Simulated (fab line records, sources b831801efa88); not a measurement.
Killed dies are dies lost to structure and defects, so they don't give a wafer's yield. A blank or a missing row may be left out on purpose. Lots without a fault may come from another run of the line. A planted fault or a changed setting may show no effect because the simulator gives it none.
fab line records | flow sky130 | part 2 of 2: steps 29 to 41 of 41
record lots=5 wafers=15 last_day=50
route steps=708 shown POLY_GATE@225 LDD_N@237 LDD_P@255
lots that met no fault: from a run of the same line without faults
start_h: hours from the record's first day to the start of the lot's first wafer shown | wait_h: hours since the lot's step before | " the same as in the row above | L1.1+2: a row that stands for several wafers | - no value, or no start given | * or withheld: withheld | < > ~ a bound
route shown NAME@n: a module of which the file shows steps, and the number in the route of the first | usual: mean/standard deviation of fault-free wafers | same: alike in all rows | chamber/n: place in a boat | sites: the reading at each site | _std_site: their standard deviation | _edge_site: outer sites' mean less inner sites' | radius_mm: how far each site lies from the wafer's centre | mask NAME#n: copy n | behind: the tool/chamber that last shaped the wafer | hold: why the lot was held/for how many hours/how that ended | device: the transistor (n, p or np) that didn't switch | end of line: the same wafers' tests at the end of the route | a step without rows: its recipe alone | killed: dies lost to structure and defects at the first sort, not the wafer's yield | map: a wafer's dies, x killed, . not, _ none there
set.NAME: the setting as run; set.NAME@STEP: as run at that earlier step | model.NAME: the simulator's own value behind a step, which no gauge read
lots at some steps of the route; a table a step, a row a wafer
services: from which hour (start_h, from the record's first day; less than 0 if before it) a tool's chamber was out of use, for how many hours, and why
## steps
# step SKY_LDD_N_STRIP_16
# recipe chemistry=O2/N2 power_w=1400 pressure_mtorr=1500 platen_temp_c=withheld o2_flow_sccm=3000 n2_flow_sccm=300 overash_fraction=0.5
# usual drypump_motor_current_A=5.8/0.38 oes_product_au=0.406/0.0044 strip_time_to_endpoint_s=4.315/0.014
# columns lot.wafer tool chamber start_h wait_h drypump_motor_current_A oes_product_au rf_hours_counter_h strip_time_to_endpoint_s
L074.2 plasma_asher-03 1 402.07 0.1 5.3 0.407 27 4.317
L074.3 " 0 " " 6.2 0.408 - 4.329
L074.4 " 1 " " 5.3 0.412 - 4.326
L077.1 plasma_asher-03 1 427.33 0.1 5.4 0.401 30 4.305
L077.2 " 0 " " 6.2 0.400 30 4.282
L077.4 " 1 " " 5.4 0.401 - 4.299
L081.1 plasma_asher-02 1 462.07 0.1 5.6 0.418 65 4.292
L081.2 " 0 " " 6.2 0.404 65 4.312
L081.3 " 0 " " 6.2 0.407 - 4.306
L088.2 plasma_asher-02 0 530.12 0.1 6.2 0.406 72 4.321
L088.5 " 0 " " 6.3 0.404 - 4.300
L088.6 " 1 " " 5.6 0.405 - 4.299
L097.2 plasma_asher-04 0 601.39 0.1 6.0 0.406 19 4.325
L097.3 " 0 " " 6.0 0.409 - 4.318
L097.6 " 0 " " 6.0 0.403 - 4.305
# step SKY_LDD_N_TW_MEAS_17
# usual LDD_N_TW=2580/20
# columns lot.wafer tool chamber start_h wait_h LDD_N_TW
L074.2 film_metro-04 - 402.18 0.1 2589
L074.3 " - " " 2614
L074.4 " - " " 2602
L077.1 film_metro-04 - 427.43 0.1 2600
L077.2 " - " " 2589
L077.4 " - " " 2600
L081.1 film_metro-03 - 462.17 0.1 2560
L081.2 " - " " 2564
L081.3 " - " " 2581
L088.2 film_metro-04 - 530.23 0.1 2608
L088.5 " - " " 2610
L088.6 " - " " 2598
L097.2 film_metro-01 - 601.50 0.1 2595
L097.3 " - " " 2586
L097.6 " - " " 2597
# step SKY_LDD_P_DEHYDRATE_00
# recipe temp_c=200 time_s=60
# columns lot.wafer tool chamber start_h wait_h
L074.2+3+4 litho_track-01 0 416.33 14.1
L077.1+2+4 litho_track-01 0 441.66 14.2
L081.1+2+3 litho_track-03 0 476.22 14.0
L088.2+5+6 litho_track-03 0 544.54 14.3
L097.2+3+6 litho_track-03 0 615.34 13.8
# step SKY_LDD_P_HMDS_01
# recipe prime_time_s=60 prime_temp_c=120
# columns lot.wafer tool chamber start_h wait_h
L074.2+3+4 litho_track-01 0 416.48 0.1
L077.1+2+4 litho_track-01 0 441.81 0.1
L081.1+2+3 litho_track-03 0 476.37 0.1
L088.2+5+6 litho_track-03 0 544.69 0.1
L097.2+3+6 litho_track-03 0 615.49 0.1
# step SKY_LDD_P_COAT_02
# recipe resist=NOVOLAK spin_rpm=3000 resist_thk_nm=1140
# columns lot.wafer tool chamber start_h wait_h
L074.2+3+4 litho_track-01 0 416.63 0.1
L077.1+2+4 litho_track-01 0 441.96 0.1
L081.1+2+3 litho_track-03 0 476.52 0.1
L088.2+5+6 litho_track-03 0 544.84 0.1
L097.2+3+6 litho_track-03 0 615.64 0.1
# step SKY_LDD_P_SOFTBAKE_03
# recipe temp_c=90 time_s=60 resist=NOVOLAK
# columns lot.wafer tool chamber start_h wait_h
L074.2+3+4 litho_track-01 0 416.78 0.1
L077.1+2+4 litho_track-01 0 442.11 0.1
L081.1+2+3 litho_track-03 0 476.67 0.1
L088.2+5+6 litho_track-03 0 544.99 0.1
L097.2+3+6 litho_track-03 0 615.79 0.1
# step SKY_LDD_P_EXPOSE_04
# recipe mask_id=PSDM na=0.6 source_shape=conventional sigma_outer=0.6 polarization=unpolarized target_cd_nm=380 dose_mj=138
# columns lot.wafer tool chamber start_h wait_h mask
L074.2+3+4 iline_stepper-02 0 - - PSDM#0
L077.1+2+4 iline_stepper-02 0 - - PSDM#0
L081.1+2+3 iline_stepper-02 0 - - PSDM#0
L088.2+5+6 iline_stepper-02 0 - - PSDM#0
L097.2+3+6 iline_stepper-02 0 - - PSDM#0
# step SKY_LDD_P_PEB_05
# recipe temp_c=withheld time_s=* resist=NOVOLAK
# columns lot.wafer tool chamber start_h wait_h
L074.2+3+4 litho_track-03 0 - -
L077.1+2+4 litho_track-01 0 - -
L081.1+2+3 litho_track-02 0 - -
L088.2+5+6 litho_track-03 0 - -
L097.2+3+6 litho_track-03 0 - -
# step SKY_LDD_P_DEVELOP_06
# recipe resist=NOVOLAK developer=TMAH develop_time_s=60 dev_temp_c=23
# columns lot.wafer tool chamber start_h wait_h
L074.2+3+4 litho_track-03 0 431.80 0.1
L077.1+2+4 litho_track-01 0 457.61 0.1
L081.1+2+3 litho_track-02 0 491.89 0.1
L088.2+5+6 litho_track-03 0 560.45 0.1
L097.2+3+6 litho_track-03 0 630.49 0.1
# step SKY_LDD_P_CD_MEAS_07
# recipe target_cd_nm=380
# usual cd_nm=380.6/2.2
# columns lot.wafer tool chamber start_h wait_h cd_nm
L074.2 cd_sem-01 - 431.94 0.1 376.5
L074.3 " - " " 379.1
L074.4 " - " " 377.9
L077.1 cd_sem-02 - 457.76 0.1 384.1
L077.2 " - " " 384.1
L077.4 " - " " 385.0
L081.1 cd_sem-01 - 492.04 0.1 383.7
L081.2 " - " " 384.3
L081.3 " - " " 381.9
L088.2 cd_sem-01 - 560.59 0.1 382.1
L088.5 " - " " 382.5
L088.6 " - " " 381.8
L097.2 cd_sem-02 - 630.64 0.1 379.6
L097.3 " - " " 381.0
L097.6 " - " " 381.5
# step SKY_LDD_P_OVL_MEAS_08
# usual LDD_P_OVL=0.0/1.3
# columns lot.wafer tool chamber start_h wait_h LDD_P_OVL[nm]
L074.2 overlay-02 - 432.05 0.1 -1.1
L074.3 " - " " -1.4
L074.4 " - " " -1.2
L077.1 overlay-02 - 457.88 0.1 0.1
L077.2 " - " " -2.1
L077.4 " - " " -1.0
L081.1 overlay-02 - 492.16 0.1 0.1
L081.2 " - " " -1.5
L081.3 " - " " -1.4
L088.2 overlay-01 - 560.70 0.1 0.9
L088.5 " - " " 2.3
L088.6 " - " " 2.8
L097.2 overlay-01 - 630.75 0.1 1.5
L097.3 " - " " 1.1
L097.6 " - " " 0.5
# step SKY_LDD_P_IMPLANT_09
# recipe species=BF2 energy_kev=25 dose_cm2=1e+13 tilt_deg=withheld
# usual beam_on_s=10.02/0.2
# columns lot.wafer tool chamber start_h wait_h beam_on_s
L074.2 implanter-01 0 432.10 0.0 9.95
L074.3 " 0 " " 10.19
L074.4 " 0 " " 10.10
L077.1 implanter-01 0 457.92 0.0 9.99
L077.2 " 0 " " 10.14
L077.4 " 0 " " 9.82
L081.1 implanter-03 0 492.19 0.0 9.62
L081.2 " 0 " " 10.14
L081.3 " 0 " " 9.99
L088.2 implanter-01 0 560.75 0.0 9.80
L088.5 " 0 " " 10.11
L088.6 " 0 " " 10.07
L097.2 implanter-04 0 630.80 0.0 9.97
L097.3 " 0 " " 10.18
L097.6 " 0 " " 10.12
# step SKY_LDD_P_STRIP_10
# recipe chemistry=O2/N2 power_w=1400 pressure_mtorr=1500 platen_temp_c=withheld o2_flow_sccm=3000 n2_flow_sccm=300 overash_fraction=0.5
# usual drypump_motor_current_A=5.8/0.51 oes_product_au=0.716/0.0043 strip_time_to_endpoint_s=14.17/0.039
# columns lot.wafer tool chamber start_h wait_h drypump_motor_current_A oes_product_au rf_hours_counter_h strip_time_to_endpoint_s
L074.2 plasma_asher-01 1 432.23 0.1 4.8 0.715 74 14.18
L074.3 " 1 " " 4.8 0.721 - 14.18
L074.4 " 0 " " 6.3 0.725 - 14.17
L077.1 plasma_asher-01 0 458.07 0.1 6.3 0.715 77 14.21
L077.2 " 1 " " 4.8 0.715 77 14.16
L077.4 " 0 " " 6.3 0.721 - 14.14
L081.1 plasma_asher-02 0 492.34 0.1 6.2 0.713 69 14.12
L081.2 " 1 " " 5.6 0.716 69 14.17
L081.3 " 0 " " 6.2 0.720 - 14.18
L088.2 plasma_asher-02 0 560.88 0.1 6.2 0.714 75 14.17
L088.5 " 0 " " 6.2 0.716 - 14.14
L088.6 " 1 " " 5.6 0.712 - 14.15
L097.2 plasma_asher-03 0 630.93 0.1 6.2 0.712 47 14.16
L097.3 " 1 " " 5.3 0.712 - 14.11
L097.6 " 0 " " 6.2 0.719 - 14.12
## services
# columns tool chamber start_h hours kind
rie_si-01 1 347.86 20.0 repair
iline_stepper-01 - 352.53 1.7 pm
rie_diel-02 2 356.92 3.5 repair
implanter-02 - 372.85 4.6 pm
rie_si-01 2 372.93 3.9 repair
furnace-02 - 374.74 3.1 pm
rie_diel-04 - 385.31 2.8 pm
rie_diel-02 2 386.86 21.4 repair
rie_diel-02 3 401.52 16.0 repair
rie_diel-02 - 426.89 0.3 repair
plasma_asher-02 - 432.04 2.8 pm
iline_stepper-02 - 447.52 2.1 pm
iline_stepper-02 - 451.58 1.7 pm
iline_stepper-01 - 463.89 12.3 repair
implanter-04 - 466.41 9.2 pm
iline_stepper-01 - 471.18 8.7 repair
implanter-02 - 478.81 1.0 repair
implanter-02 - 523.06 0.6 repair
iline_stepper-01 - 570.71 1.7 pm
plasma_asher-01 - 580.32 5.3 repair
implanter-02 - 608.67 9.7 pm
implanter-04 - 613.57 4.0 repair
plasma_asher-01 - 614.11 7.3 repair
plasma_asher-02 - 618.78 1.1 repair
